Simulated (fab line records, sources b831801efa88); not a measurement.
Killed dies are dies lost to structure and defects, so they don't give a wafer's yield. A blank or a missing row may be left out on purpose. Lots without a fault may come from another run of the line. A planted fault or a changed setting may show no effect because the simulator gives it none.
Problem report in the 8D (eight disciplines) form, filled by code | flow sky130 | the parts of the form that need people (team, actions taken, sign-off) are left out

1. THE PROBLEM
dose_ions_cm2 at SKY_LDD_N_IMPLANT_14 reads a mean of 7.437e+12 on 6 wafers of 2 lots; wafers without a fault read 5.001e+12 with a standard deviation of 5.5e+09. That is +99 or more standard deviations from the usual mean.
First seen on wafer L973.3, day 22 20:17, on implanter-04. The record holds 39 wafers of 13 lots with a number at this step. Rule for "out", or "out of limits": more than 4 standard deviations from the usual mean. The other wafers with a number count as sound.

2. WHAT IT IS AND WHAT IT IS NOT
question                    | is                                | is not
which readings at this step | dose_ions_cm2, faraday_current_uA | end_station_pressure_torr
which lots                  | L973, L974                        | L959, L962, L963, L964, L965, L968, L978, L979, L980, L981, L982
which wafers of those lots  | all that have a number            | -
read on which tools         | implanter-04                      | implanter-02, implanter-03
when                        | from day 22 20:17                 | up to then (18 sound wafers); but 15 sound wafers of L978, L979, L980, L981, L982 came after

3. SUSPECTS, AND WHAT RULES EACH OUT
Counting: a tool at a process step up to the reading stays a suspect if it ran every lot that is out and no sound lot after the first of them.
- implanter-04 at SKY_LDD_N_IMPLANT_14: ruled out as a lasting fault. Sound lots L980, L982 ran on it after its first lot that is out, L973 (day 22 20:17).
Left after counting: nothing in the record.

4. THE CAUSE (what the simulator had put in)
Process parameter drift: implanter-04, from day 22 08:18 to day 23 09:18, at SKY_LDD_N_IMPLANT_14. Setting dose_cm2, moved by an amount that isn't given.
Counting ruled it out, wrongly.

5. THE CHAIN OF EFFECTS, in route order
Each row: a reading whose mean over the struck wafers that have a number lies more than 3 standard deviations from the usual. Only readings for which the record gives a usual standard deviation are gone through. hours: the time from each lot's start at the first step in this table that gives one to its start at this step, as a median over the lots. sigmas: the change in usual standard deviations.
hours | step                 | reading            | usual     | on struck wafers | change     | sigmas
0     | SKY_LDD_N_IMPLANT_14 | dose_ions_cm2      | 5.001e+12 | 7.437e+12        | +2.436e+12 | +99 or more
0     | SKY_LDD_N_IMPLANT_14 | faraday_current_uA | 28.2      | 41.7             | +13.5      | +24
The process steps in it:
- SKY_LDD_N_IMPLANT_14
Later measuring or inspecting steps at which every struck wafer that the step has a row for has a number for every such reading, and none has moved that far: SKY_LDD_P_OVL_MEAS_08, SKY_LDD_HVN_OVL_MEAS_07.

6. WHAT WOULD HAVE CAUGHT IT SOONER
In this record the first reading out of limits was taken at day 22 20:17, 12 hours after the fault began at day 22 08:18.
